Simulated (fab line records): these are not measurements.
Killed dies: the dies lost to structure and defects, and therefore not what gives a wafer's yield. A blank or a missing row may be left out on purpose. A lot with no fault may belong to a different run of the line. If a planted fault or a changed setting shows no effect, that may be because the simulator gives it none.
Problem report in the 8D (eight disciplines) form, filled by code	flow sky130	the parts of the form that need people (team, actions taken, sign-off) are left out

1. WHAT IS WRONG
cathodeDcPowerW at SKY_VIA2_SPUTTER_20 reads a mean of 3611.4 W on 9 wafers of 3 lots; wafers without a fault read 4000.0 W with a standard deviation of 0.66. That is -99 or more standard deviations from the usual mean.
The step: material TiN, target thk 20 nm, time 80 s.
First observed at day 39 23:07: wafer L810.1, on pvdSputter-03. The record holds 21 wafers of 7 lots with a number at this step. The rule behind "out" and "out of limits": a value lying over 4 standard deviations away from the usual mean. The other wafers with a number count as sound.

2. WHAT THIS IS AND IS NOT
question	is	is not
which readings at this step	cathodeDcPowerW	throttleValvePct
which lots	L810, L812, L814	L802, L808, L809, L822
which wafers of those lots	all that have a number	-
read on which tools	pvdSputter-03	pvdSputter-04
when	from day 39 23:07	up to then (9 sound wafers); but 3 sound wafers of L822 came after

3. SUSPECTS, AND WHAT RULES EACH OUT
Counting: any tool at a process step up to the reading is kept as a suspect provided that every lot that is out went through it and no sound lot did after the first of them.
- rieDiel-04 at SKY_VIA2_ETCH_14 (etches BARC in N2/H2, stops on SiO2, time 45.9 s, target depth 60 nm): kept. It ran every lot that is out, first L810 (day 39 22:25), and no sound lot after that.
- rieDiel-04 at SKY_VIA2_ETCH_15 (etches SiO2 in C4F8/O2/Ar, stops on TiN, target depth 546 nm, time 84 s): kept. It ran every lot that is out, first L810 (day 39 22:28), and no sound lot after that.
- pvdSputter-03 at SKY_VIA2_SPUTTER_20 (material TiN, target thk 20 nm, time 80 s): ruled out as a lasting fault. The sound lots L822 went through it after L810, its earliest lot that is out (day 39 23:07).
What counting leaves: rieDiel-04 at SKY_VIA2_ETCH_14 and rieDiel-04 at SKY_VIA2_ETCH_15.

4. THE CAUSE (what the simulator had put in)
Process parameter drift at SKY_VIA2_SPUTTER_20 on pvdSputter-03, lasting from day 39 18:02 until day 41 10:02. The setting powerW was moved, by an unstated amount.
Counting ruled it out, wrongly.

5. THE EFFECT CHAIN, in route order
Rows list readings where the struck wafers' mean (over those with a number) sits beyond 3 standard deviations from the usual. Only readings for which the record gives a usual standard deviation are gone through. hours: the time from each lot's start at the first step in this table that gives one to its start at this step, as a median over the lots. sigmas: the change in usual standard deviations.
hours	step	reading	usual	on struck wafers	change	sigmas
0	SKY_VIA2_SPUTTER_20	cathodeDcPowerW	4000.0 W	3611.4	-388.6	-99 or more
Process steps it contains:
- SKY_VIA2_SPUTTER_20: material TiN, target thk 20 nm, time 80 s.

6. WHAT WOULD HAVE CAUGHT IT SOONER
The fault began at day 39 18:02; the first out-of-limits reading in this record came at day 39 23:07, 5 hours later.
